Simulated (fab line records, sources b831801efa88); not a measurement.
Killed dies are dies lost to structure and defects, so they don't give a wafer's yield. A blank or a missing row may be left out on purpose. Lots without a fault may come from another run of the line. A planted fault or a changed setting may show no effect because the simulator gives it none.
Split-lot experiment | flow gf180mcu | 5 lots, 23 wafers read, on a route of 602 steps

THE SPLIT
At GF_HV_LDD_IMPLANT_09, the setting energy_kev was moved away from the recipe's 40 on 5 of the 23 wafers read, by -5.7% to +6.4%. The other wafers ran this setting at the recipe's value.

The reading is taken at the split's own step.

THE READING
implant.drp_nm (the simulator's own value, which no gauge read), in nm, at GF_HV_LDD_IMPLANT_09. The file gives no usual value for it.

wafer  | tool, chamber at the split | energy_kev as run | against the recipe | implant.drp_nm, nm | against lot-mates on the recipe
L074.1 | implanter-03, 0            | 37.73             | -5.7%              | 11.41              | -0.51
L074.4 | implanter-03, 0            | 37.73             | -5.7%              | 11.41              | -0.51
L074.3 | implanter-03, 0            | 40                | recipe             | 11.92              | -
L074.5 | implanter-03, 0            | 40                | recipe             | 11.92              | -
L074.6 | implanter-03, 0            | 40                | recipe             | 11.92              | -
L076.1 | implanter-04, 0            | 42.57             | +6.4%              | 12.48              | +0.56
L076.2 | implanter-04, 0            | 42.57             | +6.4%              | 12.48              | +0.56
L076.6 | implanter-04, 0            | 42.57             | +6.4%              | 12.48              | +0.56
L076.4 | implanter-04, 0            | 40                | recipe             | 11.92              | -
L076.5 | implanter-04, 0            | 40                | recipe             | 11.92              | -
L077.1 | implanter-03, 0            | 40                | recipe             | 11.92              | -
L077.2 | implanter-03, 0            | 40                | recipe             | 11.92              | -
L077.3 | implanter-03, 0            | 40                | recipe             | 11.92              | -
L077.4 | implanter-03, 0            | 40                | recipe             | 11.92              | -
L077.5 | implanter-03, 0            | 40                | recipe             | 11.92              | -
L079.1 | implanter-04, 0            | 40                | recipe             | 11.92              | -
L079.2 | implanter-04, 0            | 40                | recipe             | 11.92              | -
L079.5 | implanter-04, 0            | 40                | recipe             | 11.92              | -
L082.1 | implanter-04, 0            | 40                | recipe             | 11.92              | -
L082.2 | implanter-04, 0            | 40                | recipe             | 11.92              | -
L082.4 | implanter-04, 0            | 40                | recipe             | 11.92              | -
L082.5 | implanter-04, 0            | 40                | recipe             | 11.92              | -
L082.6 | implanter-04, 0            | 40                | recipe             | 11.92              | -

THE FIT
A straight line over all 23 wafers: implant.drp_nm changes by +0.0882 nm for each +1% of energy_kev; r = +1.00; the points scatter about the line by 0.0034 nm.
The same after taking each lot's own level away (the mean of its wafers on the recipe; 23 wafers): +0.0882 nm for each +1%; r = +1.00; scatter 0.0034 nm.
On that fit, the largest move of energy_kev shifts the reading by 0.57 nm.
The lots' own levels span 11.920 to 11.920 nm.
So the lot-to-lot level changes the slope little: the two slopes agree.
Check: with one of the wafers moved furthest among these (+6.4%) left out of the fit, the line predicts +0.566 nm for it against its lot-mates. It came out at +0.56 nm against them.

OTHER SPLITS ON THESE WAFERS
These wafers also went through other splits before the reading. Each is held against what the fit with the lots' levels taken away leaves over:
other split on the same wafers | wafers away from the commonest value | r with implant.drp_nm (lot level and that fit taken away)
GF_POLY_GATE_ETCH_12 source_w  | 5                                    | +0.12

THE WHOLE CHAIN: every reading that the file lists as answering this split, in the file's order
step                 | what it does | reading                                                         | change (the file's fit)                | r (the file's)
GF_HV_LDD_IMPLANT_09 |              | implant.rp_nm (the simulator's own value, which no gauge read)  | +0.211 nm for each +1% of the setting  | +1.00
GF_HV_LDD_IMPLANT_09 |              | implant.drp_nm (the simulator's own value, which no gauge read) | +0.0886 nm for each +1% of the setting | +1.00

THE FILE'S OWN FIT
implant.drp_nm changes by +0.0886 nm for each +1% of energy_kev, r = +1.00.
